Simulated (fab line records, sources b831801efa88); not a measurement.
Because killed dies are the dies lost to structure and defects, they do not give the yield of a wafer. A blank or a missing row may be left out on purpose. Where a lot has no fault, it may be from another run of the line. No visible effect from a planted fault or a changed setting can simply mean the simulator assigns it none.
fab line records	flow sky130
record lots=6	wafers=18	last-day=50
route steps=708 shown VIA1@466 PAD_OPEN@708
lots with no fault: from the same line, run without faults
start-h: start of the lot's first displayed wafer, in hours after the record's first day	wait-h: how many hours have passed since the lot's step before this one	" repeats the value in the row above	L1.1+2: several wafers, shown together as one row	- either no value or no given start	* or withheld: withheld	< > ~ a bound
route shown NAME@n: NAME is a module with steps in the file, n the number in the route of the first one	usual: mean/standard deviation taken from wafers without a fault	same: alike in all rows	chamber/n: place in a boat	sites: each site's reading	_std_site: standard deviation of those values	_edge_site: outer sites' mean less inner sites'	radius-mm: how far each site lies from the wafer's centre	mask NAME#n: copy n	behind: tool/chamber where the wafer was last shaped	hold: why the lot went on hold/how many hours it stayed there/how the hold came to an end	device: whichever transistor did not switch (one of n, p or np)	end of line: the tests these same wafers got at the end of their route	where a step has no rows: the recipe by itself	killed: at the first sort, the dies lost to defects and structure; wafer yield is something else	map: a wafer's dies, x killed, . not, _ none there
set.NAME: setting as actually run; set.NAME@STEP: the setting as run at that earlier step	model.NAME: the simulator's own value behind a step, which no gauge read
a table for each step, a row for each wafer; lots at some steps of the route
services: from which hour (start-h, from the record's first day; less than 0 if before it) a tool's chamber was out of use, for how many hours, and why
## steps
# step SKY_VIA1_SOFTBAKE_08
# recipe temp-c=100	time-s=90	resist=KrF-thick
# step SKY_VIA1_EXPOSE_09
# recipe mask-id=VIM	na=0.8	source-shape=annular	sigma-inner=0.55	sigma-outer=0.85	target-cd-nm=150	dose-mj=38
# step SKY_VIA1_PEB_10
# recipe peb-temp-c=withheld	peb-time-s=withheld	resist=KrF-thick
# step SKY_VIA1_DEVELOP_11
# recipe develop-time-s=60	resist=KrF-thick	dev-temp-c=21
# step SKY_VIA1_CD_MEAS_12
# recipe target-cd-nm=150
# usual cd-nm=150.5/2
lot.wafer	tool	chamber	start-h	wait-h	cd-nm
L958.1	cd-sem-01	-	842.68	-	152.4
L958.2	"	-	"	"	153.0
L958.5	"	-	"	"	152.7
L964.1	cd-sem-01	-	860.72	-	151.3
L964.2	"	-	"	"	152.2
L964.5	"	-	"	"	152.5
L971.1	cd-sem-02	-	906.52	-	151.9
L971.2	"	-	"	"	153.6
L971.4	"	-	"	"	151.6
L972.3	cd-sem-01	-	920.26	-	148.5
L972.5	"	-	"	"	151.0
L972.6	"	-	"	"	149.7
L974.2	cd-sem-01	-	930.65	-	150.7
L974.3	"	-	"	"	152.6
L974.5	"	-	"	"	150.1
L979.4	cd-sem-01	-	958.98	-	153.5
L979.5	"	-	"	"	150.7
L979.6	"	-	"	"	151.6
# step SKY_VIA1_OVL_MEAS_13
# usual VIA1_OVL=1/6.3
lot.wafer	tool	chamber	start-h	wait-h	VIA1_OVL[nm]
L958.1	overlay-02	-	842.80	0.1	2
L958.2	"	-	"	"	7
L958.5	"	-	"	"	4
L964.1	overlay-02	-	860.84	0.1	5
L964.2	"	-	"	"	7
L964.5	"	-	"	"	10
L971.1	overlay-01	-	906.64	0.1	-4
L971.2	"	-	"	"	-4
L971.4	"	-	"	"	-8
L972.3	overlay-01	-	920.36	0.1	-13
L972.5	"	-	"	"	-9
L972.6	"	-	"	"	1
L974.2	overlay-01	-	930.76	0.1	7
L974.3	"	-	"	"	12
L974.5	"	-	"	"	11
L979.4	overlay-02	-	959.06	0.1	-2
L979.5	"	-	"	"	4
L979.6	"	-	"	"	2
# step SKY_VIA1_ETCH_14
# recipe chemistry=N2/H2	target=BARC	ion-energy-ev=200	source-w=500	bias-w=100	pressure-mtorr=30	n2-flow-sccm=100	h2-flow-sccm=200	stop-on=SiO2	time-s=45.9	target-depth-a=600
# usual bias-w=100.03/0.29	drypump-motor-current-A=5.7/0.3	oes-product-au=0.855/0.0042	throttle-valve-pct=13.225/0.0085
# same time-s=45.9
lot.wafer	tool	chamber	start-h	wait-h	bias-w	drypump-motor-current-A	oes-product-au	rf-hours-counter-h	throttle-valve-pct
L958.1	rie-diel-02	3	842.84	0.0	99.83	5.3	0.858	13	13.241
L958.2	"	2	"	"	99.90	5.7	0.857	13	13.231
L958.5	"	1	"	"	100.58	5.4	0.852	-	13.236
L964.1	rie-diel-01	2	860.88	0.0	99.98	5.2	0.851	1	13.228
L964.2	"	0	"	"	99.83	5.8	0.853	6	13.213
L964.5	"	3	"	"	100.31	6.4	0.848	-	13.220
L971.1	rie-diel-01	3	906.68	0.0	100.27	6.3	0.848	17	13.223
L971.2	"	2	"	"	99.94	5.2	0.859	3	13.227
L971.4	"	3	"	"	100.21	6.3	0.849	-	13.212
L972.3	rie-diel-04	1	920.38	0.0	100.48	5.8	0.858	13	13.230
L972.5	"	0	"	"	100.41	5.8	0.855	-	13.216
L972.6	"	2	"	"	99.92	6.0	0.849	-	13.218
L974.2	rie-diel-01	2	930.79	0.0	100.38	5.3	0.852	4	13.213
L974.3	"	3	"	"	99.75	6.4	0.861	18	13.221
L974.5	"	0	"	"	99.44	5.8	0.854	-	13.234
L979.4	rie-diel-02	0	959.08	0.0	100.41	5.7	0.856	25	13.228
L979.5	"	3	"	"	100.06	5.3	0.855	-	13.238
L979.6	"	0	"	"	99.88	5.7	0.849	-	13.217
# step SKY_VIA1_ETCH_15
# recipe target=SiO2	chemistry=C4F8/O2/Ar	target-depth-nm=351	stop-on=TiN	mask-material=KrF-thick	source-w=1500	bias-w=1200	pressure-mtorr=40	c4f8-flow-sccm=withheld	O2_flow_sccm=6	Ar_flow_sccm=300	time-s=54
# usual bias-w=1200/3.6	oes-product-au=0.982/0.0063
# same time-s=54
lot.wafer	tool	chamber	start-h	wait-h	bias-w	oes-product-au	rf-hours-counter-h
L958.1	rie-diel-02	3	842.88	0.0	1198	0.977	13
L958.2	"	2	"	"	1200	0.990	13
L958.5	"	1	"	"	1195	0.984	-
L964.1	rie-diel-01	2	860.92	0.0	1201	0.980	1
L964.2	"	0	"	"	1197	0.979	6
L964.5	"	3	"	"	1198	0.981	-
L971.1	rie-diel-01	3	906.72	0.0	1198	0.983	17
L971.2	"	2	"	"	1199	0.979	3
L971.4	"	3	"	"	1201	0.977	-
L972.3	rie-diel-04	1	920.42	0.0	1203	0.991	13
L972.5	"	0	"	"	1197	0.977	-
L972.6	"	2	"	"	1197	0.986	-
L974.2	rie-diel-01	2	930.83	0.0	1195	0.978	4
L974.3	"	3	"	"	1199	0.976	18
L974.5	"	0	"	"	1202	0.979	-
L979.4	rie-diel-02	0	959.12	0.0	1197	0.991	25
L979.5	"	3	"	"	1207	0.993	-
L979.6	"	0	"	"	1200	0.986	-
# step SKY_VIA1_STRIP_16
# recipe chemistry=O2/N2	power-w=1400	pressure-mtorr=1500	platen-temp-c=withheld	o2-flow-sccm=3000	n2-flow-sccm=300	overash-fraction=0.5
# usual drypump-motor-current-A=5.8/0.45	oes-product-au=0.415/0.0045	strip-time-to-endpoint-s=4.462/0.021
lot.wafer	tool	chamber	start-h	wait-h	drypump-motor-current-A	oes-product-au	rf-hours-counter-h	strip-time-to-endpoint-s
L958.1	plasma-asher-02	0	842.93	0.0	5.1	0.420	68	4.495
L958.2	"	1	"	"	5.8	0.416	68	4.484
L958.5	"	1	"	"	5.8	0.406	-	4.472
L964.1	plasma-asher-03	0	860.97	0.0	5.6	0.413	11	4.455
L964.2	"	1	"	"	5.8	0.417	11	4.496
L964.5	"	0	"	"	5.6	0.409	-	4.453
L971.1	plasma-asher-02	0	906.77	0.0	5.1	0.415	75	4.445
L971.2	"	1	"	"	5.8	0.416	75	4.456
L971.4	"	1	"	"	5.8	0.414	-	4.444
L972.3	plasma-asher-04	0	920.50	0.1	6.4	0.423	-	4.469
L972.5	"	1	"	"	5.5	0.421	-	4.414
L972.6	"	0	"	"	6.4	0.408	-	4.457
L974.2	plasma-asher-04	1	930.88	0.0	5.5	0.411	112	4.476
L974.3	"	0	"	"	6.4	0.408	-	4.463
L974.5	"	1	"	"	5.5	0.418	-	4.455
L979.4	plasma-asher-02	0	959.20	0.1	5.1	0.414	-	4.435
L979.5	"	1	"	"	5.8	0.416	-	4.451
L979.6	"	0	"	"	5.1	0.412	-	4.411
# step SKY_VIA1_STRIP_17
# recipe chemistry=post-etch-residue-remover	time-s=1200	temp-c=72.5
# step SKY_VIA1_CLEAN_18
# recipe chemistry=IPA	time-s=180	temp-c=25
# step SKY_VIA1_CLEAN_19
# recipe chemistry=O3/DIW	dry=n2-spin
# step SKY_VIA1_SPUTTER_20
# recipe material=TiN	target-thk-nm=20	chamber-pressure-pa=5	power-w=4000	time-s=80
# usual throttle-valve-pct=29.6/1
lot.wafer	tool	chamber	start-h	wait-h	throttle-valve-pct	model.TiN_of_VIA1_SPUTTER_20.thk-nm
L958.1	pvd-sputter-02	-	843.52	0.0	28.9	19.92
L958.2	"	-	"	"	29.7	39.14
L958.5	"	-	"	"	29.1	19.93
L964.1	pvd-sputter-02	-	861.56	0.0	29.8	19.82
L964.2	"	-	"	"	31.1	39.23
L964.5	"	-	"	"	30.1	20.13
L971.1	pvd-sputter-01	-	907.37	0.0	29.4	20.54
L971.2	"	-	"	"	28.0	20.2
L971.4	"	-	"	"	30.3	20.12
L972.3	pvd-sputter-03	-	921.16	0.0	30.5	20.21
L972.5	"	-	"	"	30.4	20.18
L972.6	"	-	"	"	28.4	20.2
L974.2	pvd-sputter-03	-	931.48	0.0	27.8	19.92
L974.3	"	-	"	"	30.8	19.88
L974.5	"	-	"	"	28.8	20.03
L979.4	pvd-sputter-02	-	959.80	0.0	31.2	20.21
L979.5	"	-	"	"	29.8	20.3
L979.6	"	-	"	"	28.8	20.02
# step SKY_VIA1_CVD_21
# recipe material=W	target-thk-nm=270	time-s=80.902	temp-c=400	pressure-torr=40
# usual heater-power-w=845/89
# same time-s=80.902
lot.wafer	tool	chamber	start-h	wait-h	heater-power-w
L958.1	cvd-w-02	0	843.58	0.0	922
L958.2	"	1	"	"	771
L958.5	"	1	"	"	751
L964.1	cvd-w-01	0	861.62	0.0	983
L964.2	"	1	"	"	750
L964.5	"	0	"	"	964
L971.1	cvd-w-02	1	907.44	0.0	765
L971.2	"	0	"	"	924
L971.4	"	0	"	"	951
L972.3	cvd-w-01	0	921.25	0.1	922
L972.5	"	1	"	"	740
L972.6	"	0	"	"	942
L974.2	cvd-w-02	0	931.54	0.0	908
L974.3	"	1	"	"	745
L974.5	"	1	"	"	762
L979.4	cvd-w-01	1	959.86	0.0	736
L979.5	"	0	"	"	909
L979.6	"	1	"	"	732
# step SKY_PAD_OPEN_PROBE_99
# usual defect-limited-yield=82.6/1.8	killed_at_M0_to_M3=43/7	killed_at_M4_up=3.4/1.9	killed-at-contacts=24/5.4	killed-at-front-end=15/4.4	killed-at-other=0.4/0.63	killed-dies=86/9.1	killed-open=46/6.6	killed-short=39/6.6	sort_bin_3_pad_short=0.9/0.46	sort_bin_5_function=10.3/1.4	sort_bin_6_memory=6.2/1.1	sort-n-pass=406/9.1	sort-yield-pct=82.6/1.8
# same gross-dies=492	killed-at-back-side=0	sort_bin_4_leakage[%]=0	sort_bin_8_speed[%]=0
lot.wafer	tool	chamber	start-h	wait-h	defect-limited-yield[%]	killed_at_M0_to_M3	killed_at_M4_up	killed-at-contacts	killed-at-front-end	killed-at-other	killed-dies	killed-open	killed-short	sort_bin_3_pad_short[%]	sort_bin_5_function[%]	sort_bin_6_memory[%]	sort-n-pass	sort-yield-pct[%]
L972.3	prober-01	-	1171.49	0.2	84.8	37	5	24	7	2	75	48	25	0.4	8.9	5.9	417	84.8
L972.5	prober-01	-	1171.59	0.2	86.0	36	3	18	12	0	69	42	27	0.6	7.5	5.9	423	86.0
L972.6	prober-01	-	1171.64	0.2	79.7	51	8	30	11	0	100	48	52	1.6	12.2	6.5	392	79.7
# killed by level:class
L972.3 VIA1:geometric-particle:open=8 VIA2:geometric-particle:open=8 LI_CONTACT:geometric-particle:open=7 CONTACT:geometric-particle:short=7 CONTACT:geometric-particle:open=7 VIA3:geometric-particle:open=7 POLY_GATE:geometric-particle:open=3 METAL4:geometric-particle:short=3
L972.5 CONTACT:geometric-particle:open=10 VIA1:geometric-particle:open=8 POLY_GATE:geometric-particle:open=6 VIA2:geometric-particle:open=5 METAL1:geometric-particle:short=5 METAL2:geometric-particle:short=4 VIA3:geometric-particle:open=4 LOCAL_INTERCONNECT:geometric-particle:short=3
L972.6 CONTACT:geometric-particle:open=13 VIA1:geometric-particle:open=11 METAL2:geometric-particle:short=8 METAL1:geometric-particle:short=8 METAL4:geometric-particle:short=7 LI_CONTACT:geometric-particle:open=6 VIA1:geometric-particle:short=6 VIA3:geometric-particle:open=6
## services
tool	chamber	start-h	hours	kind
rie-diel-04	2	820.89	9.6	repair
cvd-w-01	-	822.85	1.1	repair
rie-diel-02	0	840.91	13.5	repair
plasma-asher-03	-	849.81	5.9	repair
pvd-sputter-02	-	850.08	5.0	repair
rie-diel-04	2	860.65	4.4	repair
rie-diel-01	2	861.69	7.3	repair
rie-diel-02	-	869.87	0.5	repair
rie-diel-01	3	877.50	3.4	repair
rie-diel-01	0	880.94	4.4	repair
cvd-w-01	-	881.53	6.9	pm
rie-diel-02	-	886.91	0.9	repair
rie-diel-01	1	897.41	4.1	repair
cvd-w-01	-	904.00	14.0	pm
cvd-w-01	0	904.00	14.0	vent-cycle
rie-diel-01	0	904.63	20.5	repair
pvd-sputter-01	-	911.04	14.2	repair
plasma-asher-02	-	912.70	3.1	repair
rie-diel-04	3	912.71	7.0	repair
plasma-asher-03	-	916.36	0.9	repair
rie-diel-04	3	920.05	5.9	repair
cvd-w-01	-	944.76	14.6	pm
pvd-sputter-03	-	945.81	0.8	repair
rie-diel-04	3	948.60	7.6	repair
## key
first-sign none at tools or gauges
model-effect step=SKY_VIA1_SPUTTER_20	value=TiN_of_VIA1_SPUTTER_20.thk-nm	without=20	struck=39.19
met-at SKY_VIA1_SPUTTER_20
struck-wafers L958.2,L964.2
fault kind=process-parameter-drift	tool=pvd-sputter-02	chamber=-	onset-h=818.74	steps=SKY_VIA1_SPUTTER_20	channel=target-thk-nm	offset=19.183	shape=step	end-h=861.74	scope=struck-wafers-only	acts-in=these-recipes-only	stated=20
